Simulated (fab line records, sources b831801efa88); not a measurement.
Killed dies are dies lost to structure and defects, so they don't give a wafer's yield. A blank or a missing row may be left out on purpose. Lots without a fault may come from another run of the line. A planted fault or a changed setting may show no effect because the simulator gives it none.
Problem report in the 8D (eight disciplines) form, filled by code | flow sky130 | the parts of the form that need people (team, actions taken, sign-off) are left out

1. THE PROBLEM
run_length_s at SKY_VIA1_ETCH_14 reads a mean of 52.0 s on 1 wafer of 1 lot; wafers without a fault read 74.2 s with a standard deviation of 0.49. That is -45 standard deviations from the usual mean.
The step: etches BARC in N2/H2, stops on SiO2, time 45.9 s, target depth 60 nm.
First seen on wafer L821.2, day 35 07:02, on rie_diel-01. The record holds 38 wafers of 13 lots with a number at this step. Rule for "out", or "out of limits": more than 4 standard deviations from the usual mean. The other wafers with a number count as sound.

2. WHAT IT IS AND WHAT IT IS NOT
question                    | is                           | is not
which readings at this step | run_length_s, oes_product_au | drypump_motor_current_A, n2_flow_sccm, throttle_valve_pct
which lots                  | L821                         | L818, L819, L820, L822, L825, L828, L832, L835, L836, L837, L839, L840
which wafers of those lots  | L821.2                       | L821.1, L821.3
read on which tools         | rie_diel-01                  | rie_diel-02, rie_diel-03
when                        | from day 35 07:02            | up to then (11 sound wafers); but 26 sound wafers of L822, L825, L828, L832, L835, L836, L837, L839, L840 came after

3. SUSPECTS, AND WHAT RULES EACH OUT
Counting: a tool at a process step up to the reading stays a suspect if it ran every lot that is out. Sound lots after the first of them don't rule it out here, since some wafers of a struck lot are sound.
- rie_diel-01 at SKY_VIA1_ETCH_14 (etches BARC in N2/H2, stops on SiO2, time 45.9 s, target depth 60 nm): kept. It ran the lot that is out, L821 (day 35 07:02); its last sound lot up to then is L820 (day 34 22:40). Its own readings are out on those wafers: oes_product_au, run_length_s.
- Within rie_diel-01 at SKY_VIA1_ETCH_14: the wafers that are out ran in chamber 0; their sound lot-mates ran in chambers 1, 3.
Left after counting: rie_diel-01 at SKY_VIA1_ETCH_14.

4. THE CAUSE (what the simulator had put in)
Process parameter drift: rie_diel-01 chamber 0, from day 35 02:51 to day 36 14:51, at SKY_VIA1_ETCH_14. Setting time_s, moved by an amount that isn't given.
Counting left only this tool.

5. THE CHAIN OF EFFECTS, in route order
Each row: a reading whose mean over the struck wafers that have a number lies more than 3 standard deviations from the usual. Only readings for which the record gives a usual standard deviation are gone through. hours: the time from each lot's start at the first step in this table that gives one to its start at this step, as a median over the lots. sigmas: the change in usual standard deviations.
hours | step              | reading                  | usual      | on struck wafers | change | sigmas
0     | SKY_VIA1_ETCH_14  | oes_product_au           | 0.854 a.u. | 0.967            | +0.113 | +25
0     | SKY_VIA1_ETCH_14  | run_length_s             | 74.2 s     | 52.0             | -22.2  | -45
0     | SKY_VIA1_ETCH_15  | oes_product_au           | 0.978 a.u. | 0.376            | -0.602 | -84
0     | SKY_VIA1_STRIP_16 | strip_time_to_endpoint_s | 4.473 s    | 4.711            | +0.238 | +9.2
The process steps in it:
- SKY_VIA1_ETCH_14: etches BARC in N2/H2, stops on SiO2, time 45.9 s, target depth 60 nm.
- SKY_VIA1_ETCH_15: etches SiO2 in C4F8/O2/Ar, stops on TiN, target depth 351 nm, time 54 s.
- SKY_VIA1_STRIP_16: strips in O2/N2.

6. WHAT WOULD HAVE CAUGHT IT SOONER
In this record the first reading out of limits was taken at day 35 07:02, 4 hours after the fault began at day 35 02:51.
